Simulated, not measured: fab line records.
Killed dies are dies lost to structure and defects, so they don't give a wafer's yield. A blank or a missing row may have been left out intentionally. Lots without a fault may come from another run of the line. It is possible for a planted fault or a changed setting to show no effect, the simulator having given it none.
A struck lot beside a sound one -- flow sky130 -- 20 out of 708 route steps
Sound: the wafers L146.2, L146.3, L146.4. Wafers struck: L150.1, L150.2, L150.5. The cause is named last.
At each step with rows: each side's tool, then ch and its chambers, then its first start. Under that, the readings that differ: sound wafers -- struck wafers -- difference of the means -- sigmas: that difference in standard deviations of wafers without a fault.
alike: words and numbers the same on both sides, and readings whose means are apart by under 2 such deviations; not compared: readings that were withheld, readings missing a value for some wafer, numbers with overlapping values and no deviation given by the record, and bounds like >300 which may hide the same value.
Wherever a step has rows on one side only, a row that says differs or no value, or a row with sigmas, the two part there. Non-overlapping numbers with no deviation appear without sigmas and do not part them. Lack of a reading on every wafer of one side parts them only where that side has two or more wafers.

first, 1 step without rows for these wafers: SKY_FIELD_ISO_DEVELOP_12 (develop time 60 s).
SKY_FIELD_ISO_CD_MEAS_13: target cd 150 nm.
  sound: cd sem-02 at day 3 16:16; struck: cd sem-01 at day 4 16:04
  alike: cd nm
SKY_FIELD_ISO_ETCH_14: etches BARC in N2/H2, stops on SiO2, time 45.9 s, target depth 60 nm.
  sound on rie diel-03 ch 0,1, day 3 16:22; struck on rie diel-03 ch 1,3, day 4 16:11
  alike: drypump motor current A, n2 flow sccm, oes product au, throttle valve pct
  not compared: rf hours counter h
SKY_FIELD_ISO_ETCH_15: etches the open film in CHF3/O2, stops on Si, target depth 180 nm, time 72 s.
  sound on rie diel-03 ch 0,1, day 3 16:24; struck on rie diel-03 ch 1,3, day 4 16:13
  alike: drypump motor current A, oes product au, throttle valve pct
  not compared: rf hours counter h
SKY_FIELD_ISO_STRIP_16: strips in O2/N2.
  sound on plasma asher-03 ch 0,1, day 3 16:28; struck on plasma asher-03 ch 0,1, day 4 16:17
  alike: drypump motor current A, n2 flow sccm, oes product au, strip time to endpoint s
  not compared: rf hours counter h
SKY_FIELD_ISO_ETCH_17: etches Si in HBr/Cl2/O2, target depth 342 nm, time 97.7 s.
  sound on rie si-01 ch 0,2,3, day 3 16:34; struck on rie si-01 ch 1,2,3, day 4 16:23
  alike: drypump motor current A, oes product au, throttle valve pct
  not compared: rf hours counter h
then, 5 steps without rows for these wafers: SKY_FIELD_ISO_WET_ETCH_18 (etches Si3N4 in H3PO4, target depth 25 nm, time 286 s); SKY_FIELD_ISO_CLEAN_19 (cleans in SC1/SC2, time 150 s); SKY_FIELD_ISO_CLEAN_20 (cleans in dHF, time 20 s); SKY_FIELD_ISO_WET_ETCH_21 (etches SiO2 in dHF, target depth 20 nm, time 400 s); SKY_FIELD_ISO_OXIDATION_22 (stabilise 600 s, purge 300 s, target thk 10 nm).
SKY_FIELD_ISO_THK_MEAS_23:
  sound: film metro-03 at day 3 20:52; struck: film metro-03 at day 4 19:08
  alike: FIELD_ISO_OXIDATION_01_THK
SKY_FIELD_ISO_CVD_24: deposits SiO2, target thk 595 nm, time 99.2 s.
  sound on hdpcvd-01 ch 0,2, day 3 20:55; struck on hdpcvd-02 ch 0,1, day 4 19:11
reading,sound,struck,difference,sigmas
model.SiO2_of_FIELD_ISO_CVD_24.thk nm (nm),602 596.9 596.4,368.1 353.6 348.5,-241.7,
SKY_FIELD_ISO_THK_MEAS_25:
  sound: film metro-01 at day 3 21:00; struck: film metro-04 at day 4 19:16
reading,sound,struck,difference,sigmas
FIELD_ISO_CVD_24_THK (nm),602 597 596,368 353 348,-242,-38
then, 1 step without rows for these wafers: SKY_FIELD_ISO_ANNEAL_26 (time 1800 s).
SKY_FIELD_ISO_CMP_27: polishes, stops on Si3N4, t overpolish 16 s, target thk 457.8 nm.
  sound on cmp-01 ch 0,1,3, day 4 02:49; struck on cmp-01 ch 1,2,3, day 4 21:14
reading,sound,struck,difference,sigmas
time to endpoint s (s),113 111 111,76 62 65,-44,-8
  alike: motor current A, retaining ring pressure frac
then, 2 steps without rows for these wafers: SKY_FIELD_ISO_WET_ETCH_28 (etches SiO2 in dHF, target depth 23.7 nm, time 47 s); SKY_FIELD_ISO_WET_ETCH_29 (etches Si3N4 in H3PO4, target depth 160 nm, time 1825 s).
SKY_FIELD_ISO_WET_ETCH_30: etches SiO2 in dHF, target depth 25 nm, time 50 s.
  sound on wet bench-02 ch 3, day 4 03:40; struck on wet bench-04 ch 1, day 4 22:01
reading,sound,struck,difference,sigmas
model.SiO2_of_FIELD_ISO_CVD_24.thk nm (nm),404.5 404.2 403.9,314.7 300.4 295.1,-100.8,
-- a jump in the record: the struck wafers' starts before and after are 43 days apart (it breaks off in module FIELD_ISO and resumes in module PAD_OPEN, where the first step shown is number 708 of the route) --
SKY_PAD_OPEN_PROBE_99:
  rows exist in the record for the struck wafers here (prober-02, day 48 04:58), but not for the sound ones

## WHERE THEY PART
Earliest at SKY_FIELD_ISO_THK_MEAS_25; latest, in this record, at SKY_PAD_OPEN_PROBE_99.

WHY: whatever the simulator had introduced
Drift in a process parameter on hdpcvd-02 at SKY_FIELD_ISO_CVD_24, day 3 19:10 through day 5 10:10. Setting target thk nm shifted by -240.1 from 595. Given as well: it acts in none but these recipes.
